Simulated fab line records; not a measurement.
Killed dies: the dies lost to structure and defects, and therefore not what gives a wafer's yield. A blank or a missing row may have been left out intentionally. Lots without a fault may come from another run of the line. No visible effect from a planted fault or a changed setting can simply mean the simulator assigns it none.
2 desks, one fault :: flow sky130 :: what lay behind the numbers comes last; until then each desk has only its own

== AT THE METROLOGY DESK ==
What the gauges read, lot by lot, whatever tool the lot ran on: means of the sampled wafers that have a number. Marked OUT: a lot whose mean sits more than 4 standard deviations from the usual mean, which makes it out of limits; the brackets give that distance.
Columns: A = VIA2_OVL at SKY_VIA2_OVL_MEAS_13, usual 3 nm; B = CAPM_TIN_RS at SKY_CAPM_RS_MEAS_03, usual 6.92 ohm/sq; C = CAPM_TIN_THK at SKY_CAPM_THK_MEAS_04, usual 200.1 nm; D = cdNm at SKY_METAL3_CD_MEAS_13, usual 300.1 nm; E = cdNm at SKY_METAL4_CD_MEAS_13, usual 300.1 nm
lot: L469
first seen here: day 36 19:35
A: 7
B: 6.91
C: 200.2
D: 299.8
E: 301.9

lot: L470
first seen here: day 37 18:11
A: -6
B: 6.89
C: 201.2
D: 299.6
E: 299.0

lot: L473
first seen here: day 38 05:31
A: 4
B: 6.88
C: 202.2
D: 298.9
E: 300.8

lot: L476
first seen here: day 39 03:46
A: 3
B: 6.93
C: 200.5
D: 298.3
E: 301.1

lot: L479
first seen here: day 40 06:50
A: 6
B: 6.90
C: 199.0
D: 300.9
E: 301.1

lot: L480
first seen here: day 40 07:27
A: 10
B: 7.06
C: 197.2
D: 300.6
E: 298.9

lot: L481
first seen here: day 40 12:11
A: -0
B: 6.82
C: 202.9
D: 300.5
E: 299.0

lot: L482
first seen here: day 40 23:53
A: -4
B: 7.03
C: 197.5
D: 299.4
E: 301.7

lot: L484
first seen here: day 41 14:06
A: 9
B: 7.71 (+9.7) OUT
C: 181.2 (-7.6) OUT
D: 299.1
E: 299.5

lot: L483
first seen here: day 41 16:32
A: 4
B: 7.60 (+8.4) OUT
C: 184.2 (-6.4) OUT
D: 301.4
E: 301.4

lot: L487
first seen here: day 42 11:47
A: 0
B: 8.12 (+15) OUT
C: 173.4 (-11) OUT
D: 300.2
E: 298.3
Finding of this desk: L483, L484, L487 out of limits, first seen on L484 at day 41 15:55 (CAPM_TIN_RS at SKY_CAPM_RS_MEAS_03). L469, L470, L473, L476, L479, L480, L481, L482 stayed within limits.

== FOR THE TOOL OWNER'S DESK: pvdSputter-01 ==
The tool's own readings at SKY_CAPM_SPUTTER_02 (material TiN, target thk 200 nm, time 166.7 s): means of the sampled wafers that have a number, for each lot that ran on this tool. Marked OUT: a lot whose mean sits more than 4 standard deviations from the usual mean, which makes it out of limits; the brackets give that distance.
Columns: A = throttleValvePct at SKY_CAPM_SPUTTER_02, usual 30.1 %
lot: L469
first seen here: day 36 21:28
A: 30.6

lot: L473
first seen here: day 38 07:09
A: 30.0

lot: L476
first seen here: day 39 05:29
A: 30.4

lot: L480
first seen here: day 40 09:06
A: 30.2

lot: L482
first seen here: day 41 01:46
A: 30.6

lot: L484
first seen here: day 41 15:48
A: 30.7

lot: L483
first seen here: day 41 18:37
A: 30.3

lot: L487
first seen here: day 42 13:33
A: 30.2
Finding of this desk: none of the 8 lots has anything out of limits.

== TAKEN TOGETHER ==
The metrology desk could have raised an alarm at day 41 15:55, on L483, L484, L487.
The desk of the tool owner found nothing out of limits.
Tool owner's desk: L483, L484, L487 on record, inside its limits.
All the named lots went through SKY_CAPM_SPUTTER_02 on pvdSputter-01.

== WHAT THE SIMULATOR HAD INSERTED ==
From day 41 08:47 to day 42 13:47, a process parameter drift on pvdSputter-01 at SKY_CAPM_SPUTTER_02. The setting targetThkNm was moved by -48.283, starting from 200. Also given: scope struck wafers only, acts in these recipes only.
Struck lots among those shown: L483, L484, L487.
Per desk, hours elapsed from the start of the fault to the first reading out of limits: for the metrology desk, 7.
